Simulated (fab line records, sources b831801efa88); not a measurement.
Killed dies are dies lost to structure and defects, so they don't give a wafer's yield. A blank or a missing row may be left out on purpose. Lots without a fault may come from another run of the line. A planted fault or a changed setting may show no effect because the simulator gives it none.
A struck lot beside a sound one | flow gf180mcu | 27 steps out of a route of 602
Sound: wafers L962.1, L962.4, L962.5. Struck: wafers L948.1, L948.3, L948.4. The cause comes at the end.
At each step with rows: each side's tool, then ch and its chambers, then its first start. Under that, the readings that differ: sound wafers | struck wafers | difference of the means | sigmas: that difference in standard deviations of wafers without a fault.
alike: readings whose means differ by less than 2 such deviations, and words and numbers that are the same on both sides. not compared: withheld readings, readings that some wafer has no value for, bounds like >300 that may hide the same value, and numbers for which the record gives no deviation and whose values overlap.
The two part at a step that has a row with sigmas, a row that says differs or no value, or rows on one side only. Numbers that don't overlap but have no deviation are shown without sigmas and don't part them. A reading that every wafer of one side lacks parts them only if that side has two wafers or more.

first, 1 step without rows for these wafers: GF_V4_SPUTTER_22 (material TiN, target thk 10 nm, time 40 s).
GF_V4_CVD_23: deposits W, target thk 350 nm, time 104.9 s.
  sound on cvd_w-01 ch 1, day 30 06:52; struck on cvd_w-01 ch 0,1, day 25 20:13
  alike: chamber_pressure_Torr, heater_power_w
GF_V4_RS_MEAS_24: measures by four-point-probe.
  sound on film_metro-04, day 30 06:59; struck on film_metro-03, day 25 20:20
  alike: V4_W_RS
GF_V4_THK_MEAS_25: measures by xrf.
  sound on film_metro-04, day 30 07:06; struck on film_metro-03, day 25 20:28
  reading       | sound       | struck      | difference | sigmas
  V4_W_THK (nm) | 337 335 334 | 345 346 348 | +11        | +2
GF_V4_CMP_26: polishes, stops on SiO2, t overpolish 15 s, target thk 0 nm.
  sound on cmp-02 ch 0,2,3, day 30 07:10; struck on cmp-02 ch 0,1,3, day 25 20:31
  alike: edge_zone_pressure_frac, motor_current_A, overpolish_run_s, time_to_endpoint_s
then, 1 step without rows for these wafers: GF_MIM_SPUTTER_00 (material Ti, target thk 37.5 nm, time 150 s).
GF_MIM_SPUTTER_01: material TiN, target thk 30 nm, time 25 s.
  sound on pvd_sputter-04, day 30 07:34; struck on pvd_sputter-03, day 25 20:55
  alike: cathode_dc_power_W, chamber_pressure_pa, throttle_valve_pct
GF_MIM_SPUTTER_02: material AlCu, target thk 450 nm, time 23.9 s.
  sound on pvd_sputter-04, day 30 07:35; struck on pvd_sputter-03, day 25 20:57
  alike: cathode_dc_power_W, chamber_pressure_pa, throttle_valve_pct
then, 3 steps without rows for these wafers: GF_MIM_SPUTTER_03 (material Ti, target thk 10 nm, time 6.7 s); GF_MIM_SPUTTER_04 (material TiN, target thk 50 nm, time 41.7 s); GF_MIM_CVD_05 (deposits Si3N4, target thk 42 nm, time 29.086 s).
GF_MIM_THK_MEAS_06:
  sound on film_metro-01, day 30 07:43; struck on film_metro-01, day 25 21:04
  alike: MIM_CVD_05_THK
GF_MIM_SPUTTER_07: material TiN, target thk 60 nm, time 50 s.
  sound on pvd_sputter-01, day 30 07:46; struck on pvd_sputter-01, day 25 21:08
  no value came back on the struck wafers for cathode_dc_power_W (W), chamber_pressure_pa (Pa), throttle_valve_pct (%); on the sound wafers cathode_dc_power_W (W) reads 6500.6 6499.5 6497.4
then, 1 step without rows for these wafers: GF_MIM_SPUTTER_08 (material AlCu, target thk 200 nm, time 10.6 s).
GF_MIM_SPUTTER_09: material TiN, target thk 35 nm, time 29.2 s.
  sound on pvd_sputter-01, day 30 07:50; struck on pvd_sputter-01, day 25 21:12
  alike: cathode_dc_power_W, chamber_pressure_pa, throttle_valve_pct
GF_MIM_RS_MEAS_10: measures by four-point-probe.
  sound on film_metro-02, day 30 07:52; struck on film_metro-03, day 25 21:31
  reading              | sound                | struck               | difference | sigmas
  MIM_ALCU_RS (ohm/sq) | 0.1591 0.1604 0.1588 | 0.1641 0.1651 0.1637 | +0.0049    | +3
  not compared: hold
GF_MIM_THK_MEAS_11: measures by xrf.
  sound on film_metro-02, day 30 07:59; struck on film_metro-03, day 25 23:31
  reading | sound | struck                                                                     | difference                   | sigmas
  hold    | - - - | await_dispo/1.9h/release await_dispo/1.9h/release await_dispo/1.9h/release | no value on the sound wafers |
  alike: MIM_ALCU_THK
then, 7 steps without rows for these wafers: GF_MIM_DEHYDRATE_12 (time 60 s); GF_MIM_HMDS_13 (prime time 60 s); GF_MIM_COAT_14 (resist thk 1000 nm); GF_MIM_SOFTBAKE_15 (time 60 s); GF_MIM_EXPOSE_16 (exposes mask FuseTop, target cd 2000 nm); GF_MIM_PEB_17; GF_MIM_DEVELOP_18 (develop time 60 s).
GF_MIM_METAL_ETCH_19: etches the open film in Cl2/BCl3, stops on Si3N4, target depth 324.5 nm, time 54.1 s.
  sound on rie_metal-03 ch 0,1, day 31 02:13; struck on rie_metal-03 ch 0,1, day 26 17:28
  reading                | sound                | struck               | difference | sigmas
  oes_product_au (a.u.)  | 0.948 0.942 0.946    | 0.995 0.994 0.990    | +0.048     | +9
  throttle_valve_pct (%) | 28.274 28.270 28.274 | 28.236 28.231 28.221 | -0.043     | -5
  alike: drypump_motor_current_A
  not compared: rf_hours_counter_h
then, 1 step without rows for these wafers: GF_MIM_STRIP_20 (strips in O2/N2).
-- the record jumps here: 3 days lie between the struck wafers' starts before and after (it left off in module MIM and takes up again in module PASSIVATION, whose first step shown is number 602 of the route) --
GF_PASSIVATION_PROBE_99:
  the record has rows for the struck wafers here (prober-01, day 30 05:17) and none for the sound ones

WHERE THEY PART
First at GF_V4_THK_MEAS_25; last, within this record, at GF_PASSIVATION_PROBE_99.

WHY: what the simulator had put in
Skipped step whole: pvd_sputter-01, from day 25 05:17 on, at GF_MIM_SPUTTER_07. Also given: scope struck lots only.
